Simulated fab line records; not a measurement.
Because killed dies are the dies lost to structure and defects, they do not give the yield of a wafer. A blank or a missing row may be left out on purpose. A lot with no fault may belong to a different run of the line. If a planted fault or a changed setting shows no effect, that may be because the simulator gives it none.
What tool caused it? ; flow sky130 ; 6 lots with 18 wafers sampled at 2 steps, on a route of 708 steps

## WHAT THE GAUGES SHOWED, per wafer
SKY_NWELL_RS_MEAS_29: measures by four-point-probe.
lot;measured;on;NWELL_RS (ohm/sq)
L415;day 5 10:21;film metro-01;624.7 624.1 623.5
L422;day 7 05:45;film metro-01;623.8 625.2 624.7
L424;day 7 20:22;film metro-03;630.7 629.8 629.8 629.3 632.3 630.1
L426;day 8 12:02;film metro-03;623.5 623.3 623.7
L431;day 9 13:18;film metro-02;624.5 623.3 622.9
L436;day 10 22:26;film metro-03;626.9 622.0 623.4

## WHAT TOOL EACH LOT RAN ON (gives the tool, then ch and the chambers of the sampled wafers, and finally the start)
lot;SKY_NWELL_IMPLANT_11
L415;implanter-01 ch 0, day 4 16:05
L422;implanter-01 ch 0, day 6 09:14
L424;implanter-01 ch 0, day 6 23:56
L426;implanter-02 ch 0, day 7 14:08
L431;implanter-02 ch 0, day 8 15:26
L436;implanter-01 ch 0, day 9 23:23
- SKY_NWELL_IMPLANT_11

## THE ANSWER, worked out from the rows above alone
Rule: what is usual is taken from the lots themselves. Put in order of their means at a reading, lots are off if they are a third of the lots or fewer, leave a main group of 4 or more, and stand apart from it by a gap of 3 or more times the standard deviation of the main group's means; of several such gaps the widest counts. Not used: any main group whose means are identical at the precision the tables above print for the reading. A lot without any number at a reading at which 4 lots or more have one is off too. Any other lot the step has rows for is counted as sound.
Off: at SKY_NWELL_RS_MEAS_29 (NWELL_RS), L424. The main group: mean 624.0 ohm/sq, standard deviation 0.39.
If a tool, at a process step before that reading, ran all the lots that are off and no sound lot after the first of them, it fits. Those tools and the gauges at SKY_NWELL_RS_MEAS_29 are tried in the same way. Of those tried, none fits.

## WHAT HAD BEEN PUT IN BY THE SIMULATOR
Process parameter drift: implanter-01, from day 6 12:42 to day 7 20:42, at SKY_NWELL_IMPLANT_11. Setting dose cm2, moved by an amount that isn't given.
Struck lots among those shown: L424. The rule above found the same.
